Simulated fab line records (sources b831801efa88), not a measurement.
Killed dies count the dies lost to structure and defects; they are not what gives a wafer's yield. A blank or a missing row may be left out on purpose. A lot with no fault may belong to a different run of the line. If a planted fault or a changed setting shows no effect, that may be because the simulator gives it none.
fab line records	flow sky130
record lots=12	wafers=36	last-day=50
route steps=708 shown FIELD_ISO@15 VT_ADJUST_HVTP@92 PAD_OPEN@708
lots that met no fault: taken from a fault-free run of the same line
start-h: the number of hours between the record's first day and the start of the first shown wafer of the lot	wait-h: hours from the lot's prior step to this one	" repeats the value in the row above	L1.1+2: a single row standing in for several wafers	- value missing, or start not given	* or withheld: withheld	< > ~ a bound
route shown NAME@n: names a module that has steps shown in the file, with the first one's number in the route	usual: mean/standard deviation of fault-free wafers	same: alike in all rows	chamber/n: place in a boat	sites: readings site by site	_std_site: the standard deviation of these	_edge_site: inner sites' mean taken away from outer sites' mean	radius-mm: for every site, how far away it sits from the centre of the wafer	mask NAME#n: copy n	behind: the most recent tool/chamber to have shaped the wafer	hold: why the lot was held/for how many hours/how that ended	device: the transistor (n, p or np) that didn't switch	end of line: tests of these same wafers at the route's end	step lacking rows: just its recipe	killed: not the wafer's yield, but the dies lost to structure and defects at the first sort	map: shows each die of a wafer: x if killed, . if not, _ if none is there
set.NAME: the run value of the setting; set.NAME@STEP: its run value at that earlier step	model.NAME: the simulator's own value behind a step, which no gauge read
route steps across a sampled set of lots; one table per step, one row per wafer
services: a tool's chamber out of use, with start hour (start-h, from the record's first day; less than 0 if before it), hours out, and reason
## steps
# step SKY_FIELD_ISO_ETCH_14
# recipe chemistry=N2/H2	target=BARC	ion-energy-ev=200	source-w=500	bias-w=100	pressure-mtorr=30	n2-flow-sccm=100	h2-flow-sccm=200	stop-on=SiO2	time-s=45.9	target-depth-a=600
# usual bias-w=99.93/0.29	chamber-pressure-mTorr=29.998/0.028	drypump-motor-current-A=5.8/0.44	oes-product-au=0.854/0.0048	rf-fwd-power-W=494.9/1.9	throttle-valve-pct=13.224/0.0088
lot.wafer	tool	chamber	start-h	wait-h	bias-w	chamber-pressure-mTorr	drypump-motor-current-A	oes-product-au	rf-fwd-power-W	rf-hours-counter-h	throttle-valve-pct
L684.4	rie-diel-04	2	30.75	0.1	99.82	30.033	5.7	0.860	495.5	-	13.223
L684.5	"	1	"	"	99.91	29.986	6.0	0.853	498.7	-	13.232
L684.6	"	3	"	"	100.54	30.009	6.1	0.853	495.3	-	13.221
L685.1	rie-diel-02	0	34.70	0.1	99.88	30.032	5.4	0.852	492.8	89	13.209
L685.2	"	2	"	"	100.07	29.965	5.8	0.860	492.3	99	13.204
L685.6	"	1	"	"	100.09	29.968	5.7	0.849	494.7	-	13.211
L688.2	rie-diel-01	3	48.83	0.1	99.75	30.019	5.6	0.858	496.1	2	13.221
L688.5	"	3	"	"	100.05	30.003	5.6	0.848	497.8	-	13.216
L688.6	"	1	"	"	100.26	29.990	6.4	0.851	493.3	-	13.220
L691.3	rie-diel-01	1	65.83	0.1	99.60	30.064	6.4	0.856	494.0	29	13.219
L691.5	"	1	"	"	100.17	29.972	6.4	0.855	494.0	-	13.221
L691.6	"	3	"	"	100.12	30.027	5.6	0.856	498.8	-	13.235
L692.1	rie-diel-01	3	74.28	0.1	100.19	29.956	5.6	0.858	495.4	3	13.195
L692.5	"	2	"	"	100.16	30.012	5.2	0.858	493.4	-	13.220
L692.6	"	3	"	"	100.55	30.026	5.6	0.857	494.1	-	13.217
L696.2	rie-diel-01	0	90.58	0.1	99.79	29.957	5.4	0.850	494.3	77	13.234
L696.4	"	3	"	"	99.75	30.041	5.6	0.845	495.9	3	13.227
L696.5	"	1	"	"	100.27	30.038	6.4	0.860	493.8	-	13.227
L702.3	rie-diel-04	2	123.55	0.1	99.88	29.995	5.7	0.850	497.3	6	13.222
L702.5	"	2	"	"	100.39	29.988	5.6	0.853	494.7	-	13.218
L702.6	"	1	"	"	99.85	30.026	6.0	0.852	496.8	-	13.234
L703.1	rie-diel-01	3	128.25	0.1	100.26	30.014	5.5	0.853	495.3	4	13.220
L703.2	"	1	"	"	99.97	30.012	6.4	0.859	496.8	31	13.215
L703.4	"	0	"	"	99.85	29.990	5.4	0.848	494.1	78	13.216
L704.1	rie-diel-02	1	132.75	0.1	99.91	30.013	5.7	0.853	495.7	120	13.222
L704.3	"	3	"	"	99.91	30.006	6.6	0.851	494.2	12	13.210
L704.5	"	2	"	"	100.03	29.951	5.8	0.855	495.1	-	13.232
L705.2	rie-diel-01	0	137.50	0.1	99.96	30.028	5.4	0.859	494.0	78	13.221
L705.3	"	2	"	"	99.71	30.009	5.3	0.852	491.7	134	13.224
L705.5	"	2	"	"	99.82	30.009	5.2	0.850	494.9	-	13.215
L706.1	rie-diel-02	2	141.98	0.1	99.52	29.939	5.8	0.851	494.5	101	13.213
L706.2	"	1	"	"	99.63	30.015	5.7	0.856	492.7	120	13.216
L706.4	"	0	"	"	99.84	29.972	5.3	0.858	496.1	91	13.225
L707.1	rie-diel-01	3	153.00	0.1	100.43	29.993	5.6	0.842	495.7	4	13.234
L707.4	"	1	"	"	99.57	30.015	6.4	0.854	494.7	31	13.220
L707.5	"	0	"	"	99.44	29.979	5.4	0.850	495.0	-	13.221
# step SKY_FIELD_ISO_ETCH_15
# recipe chemistry=CHF3/O2	target-depth-nm=180	stop-on=Si	source-w=600	bias-w=200	pressure-mtorr=40	chf3-flow-sccm=50	O2_flow_sccm=5	time-s=72
# usual O2_flow_sccm=5.000/0.014	bias-w=200.1/0.62	drypump-motor-current-A=5.8/0.44	oes-product-au=0.945/0.0066	rf-fwd-power-W=595.4/1.9	throttle-valve-pct=8.844/0.0096
lot.wafer	tool	chamber	start-h	wait-h	O2_flow_sccm	bias-w	drypump-motor-current-A	oes-product-au	rf-fwd-power-W	rf-hours-counter-h	throttle-valve-pct
L684.4	rie-diel-04	2	30.80	0.0	5.006	199.8	5.7	0.945	595.3	-	8.852
L684.5	"	1	"	"	5.008	200.4	5.9	0.958	595.4	-	8.845
L684.6	"	3	"	"	5.000	200.9	6.1	0.940	595.4	-	8.833
L685.1	rie-diel-02	0	34.74	0.0	4.995	200.4	5.3	0.935	596.2	89	8.835
L685.2	"	2	"	"	4.992	201.0	5.8	0.936	594.3	99	8.841
L685.6	"	1	"	"	5.008	199.7	5.7	0.939	593.4	-	8.835
L688.2	rie-diel-01	3	48.87	0.0	4.995	200.2	5.6	0.949	594.9	2	8.857
L688.5	"	3	"	"	4.994	200.2	5.5	0.945	594.9	-	8.846
L688.6	"	1	"	"	5.023	199.8	6.4	0.940	592.7	-	8.846
L691.3	rie-diel-01	1	65.87	0.0	5.020	200.0	6.4	0.939	596.3	29	8.842
L691.5	"	1	"	"	5.012	199.0	6.3	0.935	594.9	-	8.850
L691.6	"	3	"	"	4.983	199.7	5.6	0.939	595.2	-	8.852
L692.1	rie-diel-01	3	74.32	0.0	4.990	200.4	5.5	0.948	596.2	3	8.856
L692.5	"	2	"	"	4.986	199.3	5.2	0.946	593.7	-	8.850
L692.6	"	3	"	"	4.987	200.8	5.6	0.946	594.3	-	8.846
L696.2	rie-diel-01	0	90.62	0.0	5.023	200.2	5.4	0.943	595.3	77	8.828
L696.4	"	3	"	"	4.998	200.9	5.5	0.937	595.4	3	8.836
L696.5	"	1	"	"	4.991	199.7	6.4	0.935	592.6	-	8.842
L702.3	rie-diel-04	2	123.59	0.0	5.014	200.9	5.7	0.946	596.0	6	8.868
L702.5	"	2	"	"	5.012	200.4	5.6	0.947	596.6	-	8.846
L702.6	"	1	"	"	5.002	199.8	5.9	0.952	595.6	-	8.853
L703.1	rie-diel-01	3	128.29	0.0	5.014	199.7	5.6	0.958	593.4	4	8.846
L703.2	"	1	"	"	4.994	200.5	6.4	0.950	593.6	31	8.839
L703.4	"	0	"	"	5.017	199.3	5.4	0.958	593.6	78	8.852
L704.1	rie-diel-02	1	132.79	0.0	5.033	199.9	5.7	0.937	595.2	120	8.844
L704.3	"	3	"	"	5.011	201.0	6.6	0.931	593.4	12	8.857
L704.5	"	2	"	"	5.005	200.4	5.8	0.951	595.7	-	8.845
L705.2	rie-diel-01	0	137.54	0.0	5.005	200.6	5.4	0.937	595.2	78	8.840
L705.3	"	2	"	"	4.988	199.3	5.3	0.942	592.7	134	8.848
L705.5	"	2	"	"	5.002	199.5	5.3	0.933	595.6	-	8.855
L706.1	rie-diel-02	2	142.02	0.0	5.000	199.7	5.8	0.951	599.4	101	8.860
L706.2	"	1	"	"	4.995	200.2	5.7	0.943	598.7	120	8.845
L706.4	"	0	"	"	4.996	199.6	5.3	0.947	590.3	92	8.839
L707.1	rie-diel-01	3	153.04	0.0	5.015	200.2	5.6	0.948	599.3	4	8.846
L707.4	"	1	"	"	4.997	199.7	6.3	0.948	594.2	31	8.852
L707.5	"	0	"	"	5.001	200.2	5.4	0.944	598.8	-	8.852
# step SKY_FIELD_ISO_WET_ETCH_28
# recipe chemistry=dHF	target-depth-nm=23.7	target=SiO2	dilution=10:1	temp-c=25	time-s=47
# usual bath-heat-duty-pct=6.2/0.86	run-length-s=75/3
lot.wafer	tool	chamber	start-h	wait-h	bath-heat-duty-pct	run-length-s
L684.4	wet-bench-02	2	36.17	0.2	8.0	73
L684.5	"	2	"	"	7.8	73
L684.6	"	2	"	"	7.6	73
L685.1	wet-bench-02	0	50.30	0.1	4.6	73
L685.2	"	0	"	"	4.9	73
L685.6	"	0	"	"	5.7	73
L688.2	wet-bench-04	0	60.31	0.2	5.6	73
L688.5	"	0	"	"	6.1	73
L688.6	"	0	"	"	6.8	73
L691.3	wet-bench-04	2	82.59	0.1	6.4	73
L691.5	"	2	"	"	5.0	73
L691.6	"	2	"	"	6.0	73
L692.1	wet-bench-04	0	83.19	0.1	5.4	73
L692.5	"	0	"	"	6.7	73
L692.6	"	0	"	"	6.2	73
L696.2	wet-bench-04	3	101.92	0.2	4.3	79
L696.4	"	3	"	"	5.9	79
L696.5	"	3	"	"	5.5	79
L702.3	wet-bench-01	0	133.43	0.1	-	-
L702.5	"	0	"	"	-	-
L702.6	"	0	"	"	-	-
L703.1	wet-bench-04	1	139.47	0.2	-	-
L703.2	"	1	"	"	-	-
L703.4	"	1	"	"	-	-
L704.1	wet-bench-04	1	139.47	0.1	7.1	78
L704.3	"	1	"	"	7.0	78
L704.5	"	1	"	"	4.9	78
L705.2	wet-bench-02	2	144.06	0.2	7.3	80
L705.3	"	2	"	"	7.7	80
L705.5	"	2	"	"	8.6	80
L706.1	wet-bench-02	0	146.39	0.1	4.9	79
L706.2	"	0	"	"	6.0	79
L706.4	"	0	"	"	4.8	79
L707.1	wet-bench-04	3	156.73	0.2	5.4	74
L707.4	"	3	"	"	5.7	74
L707.5	"	3	"	"	5.3	74
# step SKY_VT_ADJUST_HVTP_CD_MEAS_07
# recipe target-cd-nm=380
# usual cd-nm=379.3/2.4
lot.wafer	tool	chamber	start-h	wait-h	cd-nm
L684.4	cd-sem-01	-	128.17	0.1	381.5
L684.5	"	-	"	"	381.2
L684.6	"	-	"	"	381.2
L685.1	cd-sem-01	-	142.41	0.1	382.6
L685.2	"	-	"	"	384.9
L685.6	"	-	"	"	383.1
L688.2	cd-sem-02	-	154.58	0.1	375.0
L688.5	"	-	"	"	374.2
L688.6	"	-	"	"	376.8
L692.1	cd-sem-02	-	184.41	0.1	378.8
L692.5	"	-	"	"	378.0
L692.6	"	-	"	"	378.7
L691.3	cd-sem-02	-	185.30	0.1	376.6
L691.5	"	-	"	"	376.3
L691.6	"	-	"	"	378.7
L696.2	cd-sem-02	-	202.80	0.1	380.7
L696.4	"	-	"	"	380.7
L696.5	"	-	"	"	381.6
L702.3	cd-sem-02	-	243.67	0.1	381.1
L702.5	"	-	"	"	380.3
L702.6	"	-	"	"	377.7
L704.1	cd-sem-02	-	249.78	0.1	377.6
L704.3	"	-	"	"	377.8
L704.5	"	-	"	"	378.3
L703.1	cd-sem-02	-	250.08	0.1	382.3
L703.2	"	-	"	"	382.2
L703.4	"	-	"	"	380.9
L705.2	cd-sem-02	-	256.23	0.1	376.0
L705.3	"	-	"	"	375.8
L705.5	"	-	"	"	375.6
L706.1	cd-sem-01	-	259.61	0.1	383.1
L706.2	"	-	"	"	382.9
L706.4	"	-	"	"	381.8
L707.1	cd-sem-02	-	270.46	0.1	375.7
L707.4	"	-	"	"	379.7
L707.5	"	-	"	"	379.5
# step SKY_PAD_OPEN_PROBE_99
# usual killed_at_M0_to_M3=44/6.8	killed_at_M4_up=3.1/1.8	killed-at-contacts=25/5.2	killed-at-front-end=15/4.1	killed-at-other=0.3/0.62	killed-dies=88/9.4	killed-open=48/7.1	killed-short=40/6.1
# same gross-dies=492	killed-at-back-side=0
lot.wafer	tool	chamber	start-h	wait-h	killed_at_M0_to_M3	killed_at_M4_up	killed-at-contacts	killed-at-front-end	killed-at-other	killed-dies	killed-open	killed-short
L684.4	prober-02	-	1082.08	0.2	34	1	25	26	0	86	40	46
L684.5	prober-02	-	1082.13	0.2	27	1	30	19	0	77	42	35
L684.6	prober-02	-	1082.18	0.2	38	3	15	20	0	76	33	43
L685.1	prober-01	-	1090.38	0.1	36	2	28	11	1	78	38	40
L685.2	prober-01	-	1090.43	0.1	38	5	26	13	0	82	43	38
L685.6	prober-01	-	1090.63	0.2	49	2	24	11	0	86	55	31
L688.2	prober-02	-	1106.23	0.1	46	3	22	9	1	81	41	40
L688.5	prober-02	-	1106.38	0.2	39	4	26	9	0	78	36	42
L688.6	prober-02	-	1106.43	0.2	34	8	18	12	0	72	36	36
L692.1	prober-01	-	1132.33	0.1	52	2	30	22	0	106	57	49
L692.5	prober-01	-	1132.53	0.2	43	5	27	18	1	94	49	45
L692.6	prober-01	-	1132.58	0.2	50	6	21	12	0	89	47	42
L691.3	prober-02	-	1134.34	0.2	39	1	30	12	0	82	46	36
L691.5	prober-02	-	1134.44	0.2	44	2	27	13	0	86	50	36
L691.6	prober-02	-	1134.49	0.2	58	4	32	16	0	110	72	38
L696.2	prober-01	-	1151.68	0.1	40	2	23	17	0	82	41	41
L696.4	prober-01	-	1151.78	0.2	46	0	36	13	1	96	52	44
L696.5	prober-01	-	1151.83	0.2	37	4	32	14	1	88	49	39
L702.3	prober-02	-	1183.43	0.2	47	2	29	18	0	96	50	46
L702.5	prober-02	-	1183.53	0.2	43	2	29	7	0	81	47	34
L702.6	prober-02	-	1183.58	0.2	53	3	24	13	0	93	48	45
L704.1	prober-01	-	1185.38	0.1	44	4	21	14	0	83	50	32
L704.3	prober-01	-	1185.48	0.2	41	1	17	23	0	82	47	35
L704.5	prober-01	-	1185.58	0.2	47	7	23	16	0	93	59	34
L703.1	prober-02	-	1185.98	0.1	35	3	30	14	0	82	39	43
L703.2	prober-02	-	1186.03	0.1	38	1	22	13	0	74	40	33
L703.4	prober-02	-	1186.13	0.2	47	6	22	21	0	96	52	43
L705.2	prober-01	-	1192.05	0.1	36	2	25	21	2	86	46	39
L705.3	prober-01	-	1192.10	0.2	42	2	26	18	3	91	52	38
L705.5	prober-01	-	1192.20	0.2	36	4	26	16	0	82	47	35
L707.1	prober-02	-	1197.90	0.1	31	2	35	16	0	84	54	30
L707.4	prober-02	-	1198.05	0.2	47	4	32	15	0	98	53	45
L707.5	prober-02	-	1198.10	0.2	46	6	21	20	0	93	53	39
L706.1	prober-01	-	1198.64	0.1	43	4	16	25	0	88	39	49
L706.2	prober-01	-	1198.69	0.1	41	3	36	16	0	96	54	42
L706.4	prober-01	-	1198.79	0.2	46	6	25	13	0	90	40	48
# killed by level:class
L684.4 VIA1:geometric-particle:open=8 POLY_GATE:geometric-particle:short=7 FIELD_ISO:geometric-particle:short=6 FIELD_ISO:geometric-particle:open=6 CONTACT:geometric-particle:open=6 METAL1:geometric-particle:short=6 CONTACT:geometric-particle:short=5 LOCAL_INTERCONNECT:geometric-particle:short=5
L684.5 LI_CONTACT:geometric-particle:open=10 CONTACT:geometric-particle:short=9 VIA1:geometric-particle:open=8 FIELD_ISO:geometric-particle:short=5 LI_CONTACT:geometric-particle:short=5 CONTACT:geometric-particle:open=5 METAL3:geometric-particle:short=5 FIELD_ISO:geometric-particle:open=4
L684.6 VIA1:geometric-particle:open=8 FIELD_ISO:geometric-particle:short=6 POLY_GATE:geometric-particle:short=6 METAL1:geometric-particle:short=6 CONTACT:geometric-particle:open=5 METAL2:geometric-particle:short=5 VIA2:geometric-particle:open=5 LI_CONTACT:geometric-particle:open=4
L685.1 CONTACT:geometric-particle:open=12 CONTACT:geometric-particle:short=6 VIA1:geometric-particle:open=6 METAL1:geometric-particle:short=5 LI_CONTACT:geometric-particle:open=5 LOCAL_INTERCONNECT:geometric-particle:short=4 VIA1:geometric-particle:short=4 METAL2:geometric-particle:short=4
L685.2 VIA2:geometric-particle:open=9 CONTACT:geometric-particle:open=7 LI_CONTACT:geometric-particle:open=6 VIA1:geometric-particle:open=6 CONTACT:geometric-particle:short=5 METAL1:geometric-particle:short=5 VIA3:geometric-particle:open=5 METAL4:geometric-particle:short=5
L685.6 VIA1:geometric-particle:open=14 CONTACT:geometric-particle:open=12 VIA2:geometric-particle:open=8 VIA3:geometric-particle:open=7 VIA1:geometric-particle:short=6 LI_CONTACT:geometric-particle:open=5 FIELD_ISO:geometric-particle:short=4 LI_CONTACT:geometric-particle:short=4
L688.2 VIA1:geometric-particle:open=10 VIA3:geometric-particle:open=8 CONTACT:geometric-particle:open=7 METAL1:geometric-particle:short=7 METAL2:geometric-particle:short=7 LI_CONTACT:geometric-particle:open=5 POLY_GATE:geometric-particle:open=4 LOCAL_INTERCONNECT:geometric-particle:short=4
L688.5 VIA1:geometric-particle:open=11 LI_CONTACT:geometric-particle:open=9 METAL2:geometric-particle:short=9 VIA2:geometric-particle:open=6 LOCAL_INTERCONNECT:geometric-particle:short=6 CONTACT:geometric-particle:short=6 CONTACT:geometric-particle:open=3 METAL1:geometric-particle:short=3
L688.6 VIA1:geometric-particle:open=9 METAL4:geometric-particle:short=7 CONTACT:geometric-particle:open=6 VIA2:geometric-particle:open=6 LI_CONTACT:geometric-particle:open=5 VIA1:geometric-particle:short=5 FIELD_ISO:geometric-particle:short=4 LI_CONTACT:geometric-particle:short=4
L692.1 CONTACT:geometric-particle:open=15 VIA1:geometric-particle:open=10 VIA3:geometric-particle:open=10 VIA2:geometric-particle:open=8 FIELD_ISO:geometric-particle:short=7 METAL2:geometric-particle:short=7 CONTACT:geometric-particle:short=6 VIA1:geometric-particle:short=6
L692.5 CONTACT:geometric-particle:open=12 VIA1:geometric-particle:open=12 FIELD_ISO:geometric-particle:short=8 METAL1:geometric-particle:short=7 VIA3:geometric-particle:open=7 LOCAL_INTERCONNECT:geometric-particle:short=5 CONTACT:geometric-particle:short=5 POLY_GATE:geometric-particle:open=4
L692.6 VIA1:geometric-particle:open=12 CONTACT:geometric-particle:open=7 METAL2:geometric-particle:short=7 VIA3:geometric-particle:open=6 LI_CONTACT:geometric-particle:open=5 VIA1:geometric-particle:short=5 METAL3:geometric-particle:short=5 METAL4:geometric-particle:short=5
L691.3 VIA1:geometric-particle:open=10 CONTACT:geometric-particle:short=9 VIA2:geometric-particle:open=8 LOCAL_INTERCONNECT:geometric-particle:short=6 VIA3:geometric-particle:open=6 CONTACT:geometric-particle:open=5 LI_CONTACT:geometric-particle:open=4 METAL2:geometric-particle:short=4
L691.5 CONTACT:geometric-particle:open=9 LI_CONTACT:geometric-particle:open=8 VIA2:geometric-particle:open=8 VIA1:geometric-particle:open=7 VIA3:geometric-particle:short=6 VIA3:geometric-particle:open=6 METAL3:geometric-particle:short=4 CONTACT:geometric-particle:short=4
L691.6 VIA1:geometric-particle:open=19 VIA3:geometric-particle:open=14 LI_CONTACT:geometric-particle:open=9 CONTACT:geometric-particle:open=9 VIA2:geometric-particle:open=7 POLY_GATE:geometric-particle:open=6 LI_CONTACT:geometric-particle:short=5 CONTACT:geometric-particle:short=5
L696.2 CONTACT:geometric-particle:open=12 METAL2:geometric-particle:short=9 LI_CONTACT:geometric-particle:open=7 METAL1:geometric-particle:short=7 VIA3:geometric-particle:short=6 FIELD_ISO:geometric-particle:short=5 POLY_GATE:geometric-particle:open=5 VIA1:geometric-particle:short=5
L696.4 CONTACT:geometric-particle:open=18 VIA1:geometric-particle:short=10 LI_CONTACT:geometric-particle:open=6 CONTACT:geometric-particle:short=6 VIA1:geometric-particle:open=6 METAL1:geometric-particle:short=6 VIA2:geometric-particle:open=6 LOCAL_INTERCONNECT:geometric-particle:short=5
L696.5 CONTACT:geometric-particle:open=10 VIA1:geometric-particle:open=8 CONTACT:geometric-particle:short=7 LI_CONTACT:geometric-particle:open=6 LOCAL_INTERCONNECT:geometric-particle:short=6 METAL1:geometric-particle:short=6 VIA3:geometric-particle:open=6 POLY_GATE:geometric-particle:open=4
L702.3 LI_CONTACT:geometric-particle:open=10 VIA1:geometric-particle:open=10 VIA2:geometric-particle:open=10 CONTACT:geometric-particle:open=5 FIELD_ISO:geometric-particle:open=5 POLY_GATE:geometric-particle:short=5 LI_CONTACT:geometric-particle:short=5 LOCAL_INTERCONNECT:geometric-particle:short=5
L702.5 VIA1:geometric-particle:open=14 LI_CONTACT:geometric-particle:open=9 CONTACT:geometric-particle:open=8 LOCAL_INTERCONNECT:geometric-particle:short=5 METAL3:geometric-particle:short=5 METAL1:geometric-particle:short=4 VIA3:geometric-particle:open=4 LI_CONTACT:geometric-particle:short=3
L702.6 VIA1:geometric-particle:open=14 VIA1:geometric-particle:short=11 CONTACT:geometric-particle:open=8 LI_CONTACT:geometric-particle:open=7 VIA2:geometric-particle:short=7 FIELD_ISO:geometric-particle:short=5 VIA3:geometric-particle:open=5 POLY_GATE:geometric-particle:open=4
L704.1 VIA1:geometric-particle:open=12 VIA2:geometric-particle:open=8 CONTACT:geometric-particle:open=7 FIELD_ISO:geometric-particle:short=5 LI_CONTACT:geometric-particle:open=5 LOCAL_INTERCONNECT:geometric-particle:short=5 VIA3:geometric-particle:open=5 METAL1:geometric-particle:short=4
L704.3 VIA1:geometric-particle:open=8 FIELD_ISO:geometric-particle:short=7 POLY_GATE:geometric-particle:open=7 METAL2:geometric-particle:short=7 VIA3:geometric-particle:open=7 LI_CONTACT:geometric-particle:open=6 VIA2:geometric-particle:open=6 CONTACT:geometric-particle:open=5
L704.5 VIA1:geometric-particle:open=13 VIA2:geometric-particle:open=11 LI_CONTACT:geometric-particle:open=7 CONTACT:geometric-particle:short=6 VIA3:geometric-particle:open=6 FIELD_ISO:geometric-particle:short=5 CONTACT:geometric-particle:open=5 METAL2:geometric-particle:short=5
L703.1 CONTACT:geometric-particle:open=13 VIA3:geometric-particle:open=11 LOCAL_INTERCONNECT:geometric-particle:short=7 POLY_GATE:geometric-particle:short=6 METAL1:geometric-particle:short=5 FIELD_ISO:geometric-particle:open=4 LI_CONTACT:geometric-particle:short=4 METAL2:geometric-particle:short=4
L703.2 LI_CONTACT:geometric-particle:open=9 VIA2:geometric-particle:open=7 VIA1:geometric-particle:open=6 CONTACT:geometric-particle:short=5 CONTACT:geometric-particle:open=5 METAL1:geometric-particle:short=5 VIA3:geometric-particle:open=4 FIELD_ISO:geometric-particle:short=3
L703.4 VIA3:geometric-particle:open=13 VIA1:geometric-particle:open=8 FIELD_ISO:geometric-particle:open=7 VIA1:geometric-particle:short=7 POLY_GATE:geometric-particle:open=6 CONTACT:geometric-particle:short=5 CONTACT:geometric-particle:open=5 METAL2:geometric-particle:short=5
L705.2 CONTACT:geometric-particle:open=12 VIA1:geometric-particle:open=8 FIELD_ISO:geometric-particle:short=6 FIELD_ISO:geometric-particle:open=6 VIA2:geometric-particle:open=6 METAL2:geometric-particle:short=5 POLY_GATE:geometric-particle:open=4 LOCAL_INTERCONNECT:geometric-particle:short=4
L705.3 VIA1:geometric-particle:open=10 FIELD_ISO:geometric-particle:open=9 CONTACT:geometric-particle:open=9 VIA2:geometric-particle:open=6 VIA3:geometric-particle:open=6 VIA3:geometric-particle:short=6 LI_CONTACT:geometric-particle:open=5 LOCAL_INTERCONNECT:geometric-particle:short=5
L705.5 VIA1:geometric-particle:open=9 CONTACT:geometric-particle:open=8 VIA2:geometric-particle:open=7 VIA1:geometric-particle:short=6 POLY_GATE:geometric-particle:open=5 LI_CONTACT:geometric-particle:open=5 LOCAL_INTERCONNECT:geometric-particle:short=5 POLY_GATE:geometric-particle:short=4
L707.1 CONTACT:geometric-particle:open=13 LI_CONTACT:geometric-particle:open=12 VIA1:geometric-particle:open=11 POLY_GATE:geometric-particle:short=5 CONTACT:geometric-particle:short=5 VIA2:geometric-particle:open=5 LOCAL_INTERCONNECT:geometric-particle:short=3 POLY_GATE:geometric-particle:open=3
L707.4 CONTACT:geometric-particle:open=16 VIA1:geometric-particle:open=15 CONTACT:geometric-particle:short=8 METAL1:geometric-particle:short=7 POLY_GATE:geometric-particle:short=5 VIA2:geometric-particle:open=5 VIA1:geometric-particle:short=5 VIA2:geometric-particle:short=5
L707.5 CONTACT:geometric-particle:open=10 VIA1:geometric-particle:open=10 VIA3:geometric-particle:open=9 POLY_GATE:geometric-particle:short=7 LI_CONTACT:geometric-particle:open=7 METAL1:geometric-particle:short=7 FIELD_ISO:geometric-particle:short=5 METAL3:geometric-particle:short=4
L706.1 METAL2:geometric-particle:short=9 FIELD_ISO:geometric-particle:open=8 VIA1:geometric-particle:open=7 VIA1:geometric-particle:short=7 CONTACT:geometric-particle:short=5 CONTACT:geometric-particle:open=5 VIA3:geometric-particle:open=5 FIELD_ISO:geometric-particle:short=4
L706.2 CONTACT:geometric-particle:open=13 LI_CONTACT:geometric-particle:open=9 VIA1:geometric-particle:open=8 VIA2:geometric-particle:open=7 FIELD_ISO:geometric-particle:short=6 POLY_GATE:geometric-particle:open=6 LOCAL_INTERCONNECT:geometric-particle:short=5 METAL1:geometric-particle:short=5
L706.4 METAL1:geometric-particle:short=12 VIA1:geometric-particle:open=10 LOCAL_INTERCONNECT:geometric-particle:short=9 CONTACT:geometric-particle:open=7 CONTACT:geometric-particle:short=6 FIELD_ISO:geometric-particle:open=5 VIA2:geometric-particle:open=4 METAL1:geometric-particle:open=4
## services
tool	chamber	start-h	hours	kind
rie-diel-01	0	27.60	44.5	repair
rie-diel-04	0	29.38	-	clean
rie-diel-04	0	29.38	18.8	scheduled-down
rie-diel-04	0	29.38	18.8	vent-cycle
rie-diel-02	3	52.25	2.3	repair
rie-diel-04	2	52.46	8.5	repair
rie-diel-04	-	73.73	0.3	repair
wet-bench-01	-	106.44	1.9	pm
rie-diel-02	-	112.60	2.8	pm
## key
first-sign step=SKY_FIELD_ISO_WET_ETCH_28	reading=tool-record	direction=missing
effect none on later readings
met-at SKY_FIELD_ISO_WET_ETCH_28
struck-lots L702,L703
tester-left-out L702,L703
not-acting-at SKY_FIELD_ISO_ETCH_14,SKY_FIELD_ISO_ETCH_15,SKY_VT_ADJUST_HVTP_CD_MEAS_07
onset-between 101.92 133.43
fault kind=skipped-step-whole	tool=wet-bench-01,wet-bench-04	chamber=-	onset-h=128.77	steps=SKY_FIELD_ISO_WET_ETCH_28	scope=struck-lots-only
# tester-left-out: of these lots the tester's yield and bins aren't shown, on N5 and GAA mostly nor the transistor test; their killed dies are dies lost to structure and defects alone, not to doping, threshold or leakage, so they don't give the yield
